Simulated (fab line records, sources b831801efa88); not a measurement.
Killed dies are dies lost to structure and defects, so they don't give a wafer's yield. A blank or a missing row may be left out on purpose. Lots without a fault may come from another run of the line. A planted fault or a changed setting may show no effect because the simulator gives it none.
A struck lot beside a sound one | flow gf180mcu | 44 steps out of a route of 602
Sound: wafers L757.1, L757.5, L757.6. Struck: wafer L776.3. The cause comes at the end.
At each step with rows: each side's tool, then ch and its chambers, then its first start. Under that, the readings that differ: sound wafers | struck wafers | difference of the means | sigmas: that difference in standard deviations of wafers without a fault.
alike: readings whose means differ by less than 2 such deviations, and words and numbers that are the same on both sides. not compared: withheld readings, readings that some wafer has no value for, bounds like >300 that may hide the same value, and numbers for which the record gives no deviation and whose values overlap.
The two part at a step that has a row with sigmas, a row that says differs or no value, or rows on one side only. Numbers that don't overlap but have no deviation are shown without sigmas and don't part them. A reading that every wafer of one side lacks parts them only if that side has two wafers or more.

first, 3 steps without rows for these wafers: GF_V2_STRIP_19 (strips in post etch residue remover, time 1200 s); GF_V2_CLEAN_20 (cleans in DIW); GF_V2_SPUTTER_21 (material Ti, target thk 15 nm, time 80.02 s).
GF_V2_SPUTTER_22: material TiN, target thk 10 nm, time 40 s.
  sound on pvd_sputter-03, day 20 13:13; struck on pvd_sputter-03, day 27 04:47
  alike: cathode_dc_power_W, throttle_valve_pct
then, 1 step without rows for these wafers: GF_V2_CVD_23 (deposits W, target thk 350 nm, time 104.94 s).
GF_V2_RS_MEAS_24: measures by four-point-probe.
  sound on film_metro-04, day 20 13:22; struck on film_metro-04, day 27 04:58
  reading          | sound             | struck | difference | sigmas
  V2_W_RS (ohm/sq) | 0.319 0.326 0.319 | 0.337  | +0.016     | +2
GF_V2_THK_MEAS_25: measures by xrf.
  sound on film_metro-04, day 20 13:29; struck on film_metro-04, day 27 05:04
  alike: V2_W_THK
GF_V2_CMP_26: polishes, stops on SiO2, t overpolish 15 s, target thk 0 nm.
  sound on cmp-02 ch 0,2,3, day 20 13:42; struck on cmp-01 ch 0, day 27 05:10
  alike: head_pressure_psi, motor_current_A, overpolish_run_s, slurry_flow_ml_min, time_to_endpoint_s
then, 3 steps without rows for these wafers: GF_M3_SPUTTER_00 (material Ti, target thk 37.5 nm, time 150 s); GF_M3_SPUTTER_01 (material TiN, target thk 30 nm, time 25 s); GF_M3_SPUTTER_02 (material AlCu, target thk 450 nm, time 23.9 s).
GF_M3_SPUTTER_03: material Ti, target thk 10 nm, time 6.7 s.
  sound on pvd_sputter-01, day 20 14:01; struck on pvd_sputter-01, day 27 05:34
  alike: cathode_dc_power_W, throttle_valve_pct
GF_M3_SPUTTER_04: material TiN, target thk 50 nm, time 41.7 s.
  sound on pvd_sputter-01, day 20 14:02; struck on pvd_sputter-01, day 27 05:35
  reading                                | sound                | struck | difference | sigmas
  cathode_dc_power_W (W)                 | 6501.1 6500.6 6499.9 | 8092.5 | +1592.0    | +99 or more
  model.TiN_of_M3_SPUTTER_04.thk_nm (nm) | 49.81 49.85 50.17    | 62.3   | +12.4      |
  alike: throttle_valve_pct
GF_M3_RS_MEAS_05: measures by four-point-probe.
  sound on film_metro-02, day 20 14:04; struck on film_metro-04, day 27 05:40
  alike: M3_ALCU_RS
GF_M3_THK_MEAS_06: measures by xrf.
  sound on film_metro-02, day 20 14:11; struck on film_metro-04, day 27 05:46
  alike: M3_ALCU_THK
then, 7 steps without rows for these wafers: GF_M3_DEHYDRATE_07 (time 60 s); GF_M3_HMDS_08 (prime time 60 s); GF_M3_COAT_09 (resist thk 1000 nm); GF_M3_SOFTBAKE_10 (time 60 s); GF_M3_EXPOSE_11 (exposes mask Metal3, target cd 280 nm); GF_M3_PEB_12 (peb time 90 s); GF_M3_DEVELOP_13 (develop time 60 s).
GF_M3_CD_MEAS_14: target cd 280 nm.
  sound on cd_sem-02, day 21 13:38; struck on cd_sem-02, day 28 01:41
  alike: cd_nm
GF_M3_OVL_MEAS_15:
  sound on overlay-01, day 21 13:46; struck on overlay-01, day 28 01:46
  alike: M3_OVL
then, 1 step without rows for these wafers: GF_M3_METAL_ETCH_16 (etches the open film in Cl2/BCl3, stops on SiO2, target depth 750.8 nm, time 125.1 s).
GF_M3_STRIP_17: strips in O2/N2.
  sound on plasma_asher-04 ch 0,1, day 21 13:55; struck on plasma_asher-04 ch 1, day 28 01:58
  alike: drypump_motor_current_A, heater_power_w, oes_product_au, strip_time_to_endpoint_s
  not compared: rf_hours_counter_h
then, 3 steps without rows for these wafers: GF_M3_STRIP_18 (strips in post etch residue remover, time 1200 s); GF_M3_CLEAN_19 (cleans in DIW); GF_V3_CVD_00 (deposits SiO2, target thk 600 nm, time 100 s).
GF_V3_THK_MEAS_01:
  sound on film_metro-01, day 21 14:32; struck on film_metro-01, day 28 02:35
  reading            | sound       | struck | difference | sigmas
  V3_CVD_00_THK (nm) | 608 611 612 | 596    | -14        | -2
then, 1 step without rows for these wafers: GF_V3_CVD_02 (deposits SiO2 from TEOS, target thk 850 nm, time 94.851 s).
GF_V3_THK_MEAS_03:
  sound on film_metro-02, day 21 14:40; struck on film_metro-02, day 28 02:43
  alike: V3_CVD_02_THK
GF_V3_CMP_04: polishes SiO2.
  sound on cmp-02 ch 1,2, day 21 14:43; struck on cmp-01 ch 3, day 28 02:48
  alike: head_pressure_psi, motor_current_A, slurry_flow_ml_min, time_to_endpoint_s
GF_V3_BOW_MEAS_05:
  sound on film_metro-02, day 21 15:01; struck on film_metro-02, day 28 03:05
  alike: V3_BOW
then, 8 steps without rows for these wafers: GF_V3_DEHYDRATE_06 (time 60 s); GF_V3_HMDS_07 (prime time 60 s); GF_V3_COAT_08; GF_V3_COAT_09 (resist thk 1000 nm); GF_V3_SOFTBAKE_10 (time 60 s); GF_V3_EXPOSE_11 (exposes mask Via3, target cd 260 nm); GF_V3_PEB_12 (peb time 90 s); GF_V3_DEVELOP_13 (develop time 60 s).
GF_V3_STRIP_19: strips in post etch residue remover, time 1200 s.
  sound on wet_bench-04 ch 2, day 22 15:11; struck on wet_bench-02 ch 2, day 28 22:36
  reading                                | sound             | struck | difference | sigmas
  model.TiN_of_M3_SPUTTER_04.thk_nm (nm) | 48.98 49.02 49.33 | 61.47  | +12.36     |
GF_PASSIVATION_PROBE_99:
  the record has rows for the sound wafers here (prober-02, day 29 05:01) and none for the struck ones

WHERE THEY PART
First at GF_V2_RS_MEAS_24; last, within this record, at GF_PASSIVATION_PROBE_99.

WHY: what the simulator had put in
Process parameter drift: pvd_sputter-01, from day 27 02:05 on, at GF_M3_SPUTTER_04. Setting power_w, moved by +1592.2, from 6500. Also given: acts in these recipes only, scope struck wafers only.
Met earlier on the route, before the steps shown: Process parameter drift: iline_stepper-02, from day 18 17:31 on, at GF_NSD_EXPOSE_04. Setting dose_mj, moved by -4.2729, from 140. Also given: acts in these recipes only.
